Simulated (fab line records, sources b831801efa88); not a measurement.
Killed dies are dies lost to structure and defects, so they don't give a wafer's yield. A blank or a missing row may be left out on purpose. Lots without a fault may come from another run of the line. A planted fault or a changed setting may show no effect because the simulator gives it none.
Which tool did it? | flow sky130 | 13 lots, 38 wafers sampled, at 5 steps of a route of 708

WHAT THE GAUGES READ, wafer by wafer
SKY_METAL2_OVL_MEAS_16. Usual: METAL2_OVL 1 nm, standard deviation 4.
lot  | measured     | on         | METAL2_OVL (nm) | flag
L125 | day 35 13:50 | overlay-02 | -3 5 -4         |
L126 | day 35 14:52 | overlay-02 | 8 4 10          |
L127 | day 35 18:10 | overlay-01 | 1 -2 -4         |
L128 | day 35 22:58 | overlay-02 | 0 1 1           |
L130 | day 36 21:08 | overlay-02 | 3 0 5           |
L131 | day 37 01:16 | overlay-01 | 1 6 -1          |
L132 | day 37 11:15 | overlay-02 | 4 -2 -4         |
L133 | day 37 12:59 | overlay-01 | 8 5 1           |
L134 | day 38 01:29 | overlay-01 | -1 -9 -3        |
L135 | day 38 16:54 | overlay-02 | -3 1 -3         |
L137 | day 39 09:49 | overlay-01 | 0 -4 1          |
L138 | day 39 12:47 | overlay-02 | 2 -4 7          |
L140 | day 40 00:20 | overlay-02 | 5 2             |

SKY_VIA2_THK_MEAS_01. Usual: VIA2_HDPCVD_THK 1182 nm, standard deviation 15.
lot  | measured     | on            | VIA2_HDPCVD_THK (nm) | flag
L125 | day 35 14:49 | film_metro-03 | 1179 1190 1159       |
L126 | day 35 15:49 | film_metro-01 | 1171 1163 1177       |
L127 | day 35 19:07 | film_metro-01 | 1179 1188 1210       |
L128 | day 35 23:57 | film_metro-03 | 1168 1160 1186       |
L130 | day 36 22:05 | film_metro-01 | 1197 1193 1182       |
L131 | day 37 02:14 | film_metro-02 | 1180 1186 1201       |
L132 | day 37 12:11 | film_metro-02 | 1158 1176 1175       |
L133 | day 37 13:56 | film_metro-03 | 1165 1164 1149       |
L134 | day 38 02:28 | film_metro-02 | 1183 1168 1177       |
L135 | day 38 17:52 | film_metro-03 | 1206 1165 1177       |
L137 | day 39 10:56 | film_metro-03 | 1203 1185 1193       |
L138 | day 39 13:56 | film_metro-02 | 1192 1523 1183       | OFF
L140 | day 40 01:30 | film_metro-01 | 1216 1544            | OFF

SKY_VIA2_RS_MEAS_22: measures by four-point-probe. Usual: VIA2_W_RS 0.2739 ohm/sq, standard deviation 0.0028.
lot  | measured     | on            | VIA2_W_RS (ohm/sq)   | flag
L125 | day 36 18:01 | film_metro-01 | 0.2661 0.2766 0.2702 |
L126 | day 36 19:59 | film_metro-01 | 0.2764 0.2729 0.2761 |
L127 | day 36 23:22 | film_metro-01 | 0.2770 0.2728 0.2693 |
L128 | day 37 04:40 | film_metro-03 | 0.2746 0.2740 0.2726 |
L130 | day 38 01:39 | film_metro-01 | 0.2701 0.2730 0.2720 |
L131 | day 38 05:35 | film_metro-01 | 0.2727 0.2724 0.2717 |
L132 | day 38 15:04 | film_metro-03 | 0.2764 0.2708 0.2716 |
L133 | day 38 16:58 | film_metro-03 | 0.2701 0.2702 0.2734 |
L134 | day 39 05:28 | film_metro-03 | 0.2771 0.2771 0.2744 |
L135 | day 39 20:38 | film_metro-02 | 0.2745 0.2698 0.2726 |
L137 | day 40 12:43 | film_metro-01 | 0.2720 0.2700 0.2725 |
L138 | day 40 16:17 | film_metro-03 | 0.2748 0.2735 0.2766 |
L140 | day 41 03:37 | film_metro-03 | 0.2698 0.2727        |

WHICH TOOL RAN EACH LOT (tool, then ch and the chambers of the sampled wafers, then the start)
lot  | SKY_VIA1_SPUTTER_20          | SKY_VIA2_HDPCVD_00
L125 | pvd_sputter-04, day 34 10:34 | hdpcvd-02 ch 0,1,2, day 35 14:41
L126 | pvd_sputter-02, day 34 11:13 | hdpcvd-01 ch 0,1,2, day 35 15:41
L127 | pvd_sputter-02, day 34 15:08 | hdpcvd-02 ch 0,1,2, day 35 19:01
L128 | pvd_sputter-02, day 34 20:15 | hdpcvd-01 ch 0,1,2, day 35 23:49
L130 | pvd_sputter-04, day 35 17:58 | hdpcvd-01 ch 0,1,2, day 36 21:58
L131 | pvd_sputter-02, day 35 21:40 | hdpcvd-02 ch 0,1,2, day 37 02:07
L132 | pvd_sputter-04, day 36 08:36 | hdpcvd-02 ch 0,1, day 37 12:04
L133 | pvd_sputter-04, day 36 10:14 | hdpcvd-01 ch 1,2, day 37 13:48
L134 | pvd_sputter-02, day 36 22:35 | hdpcvd-01 ch 0,1,2, day 38 02:22
L135 | pvd_sputter-04, day 37 14:04 | hdpcvd-02 ch 0,1, day 38 17:45
L137 | pvd_sputter-04, day 38 07:42 | hdpcvd-02 ch 0,2, day 39 10:49
L138 | pvd_sputter-02, day 38 10:32 | hdpcvd-02 ch 0,1,2, day 39 13:47
L140 | pvd_sputter-02, day 38 22:13 | hdpcvd-02 ch 1, day 40 01:22
- SKY_VIA1_SPUTTER_20: material TiN, target thk 20 nm, time 80 s.
- SKY_VIA2_HDPCVD_00: deposits SiO2, target thk 1180 nm, time 196.7 s.

WHAT THE TOOLS THEMSELVES READ (means of the sampled wafers that have a number; where no wafer has one, the mark that the record gives instead)
SKY_VIA1_SPUTTER_20. Usual: chamber_pressure_pa 5.000 Pa, standard deviation 0.011; throttle_valve_pct 29.3 %, standard deviation 1.
lot  | tool           | chamber_pressure_pa (Pa) | throttle_valve_pct (%) | flag
L125 | pvd_sputter-04 | 4.995                    | 30.3                   |
L126 | pvd_sputter-02 | 4.997                    | 28.6                   |
L127 | pvd_sputter-02 | 5.008                    | 28.7                   |
L128 | pvd_sputter-02 | 5.000                    | 28.3                   |
L130 | pvd_sputter-04 | 4.995                    | 29.7                   |
L131 | pvd_sputter-02 | 4.998                    | 28.5                   |
L132 | pvd_sputter-04 | 5.000                    | 29.7                   |
L133 | pvd_sputter-04 | 4.996                    | 29.6                   |
L134 | pvd_sputter-02 | 5.001                    | 28.5                   |
L135 | pvd_sputter-04 | 4.996                    | 29.8                   |
L137 | pvd_sputter-04 | 4.991                    | 31.1                   |
L138 | pvd_sputter-02 | 5.002                    | 28.6                   |
L140 | pvd_sputter-02 | 5.002                    | 28.7                   |

THE ANSWER, worked out from the rows above alone
Rule: a lot is off if the mean of its wafers that have a number lies more than 3 standard deviations from the usual mean. A lot without any number at a reading at which 4 lots or more have one is off too. The other lots that the step has rows for count as sound. The gauges are gone through in route order, then the tools' own readings, and for those a lot's mean is taken as printed above. The first step at which some lot is off is used, and at that step the reading that is off furthest; a lot without a number counts as furthest.
Off: L138, L140, at SKY_VIA2_THK_MEAS_01 (VIA2_HDPCVD_THK).
A tool fits if, at a process step before that reading, it ran every lot that is off, and no sound lot after the first of them. The gauges at SKY_VIA2_THK_MEAS_01 are tried like those tools. Can't be told from this: 2 tools fit, pvd_sputter-02 at SKY_VIA1_SPUTTER_20, hdpcvd-02 at SKY_VIA2_HDPCVD_00.

WHAT THE SIMULATOR HAD PUT IN
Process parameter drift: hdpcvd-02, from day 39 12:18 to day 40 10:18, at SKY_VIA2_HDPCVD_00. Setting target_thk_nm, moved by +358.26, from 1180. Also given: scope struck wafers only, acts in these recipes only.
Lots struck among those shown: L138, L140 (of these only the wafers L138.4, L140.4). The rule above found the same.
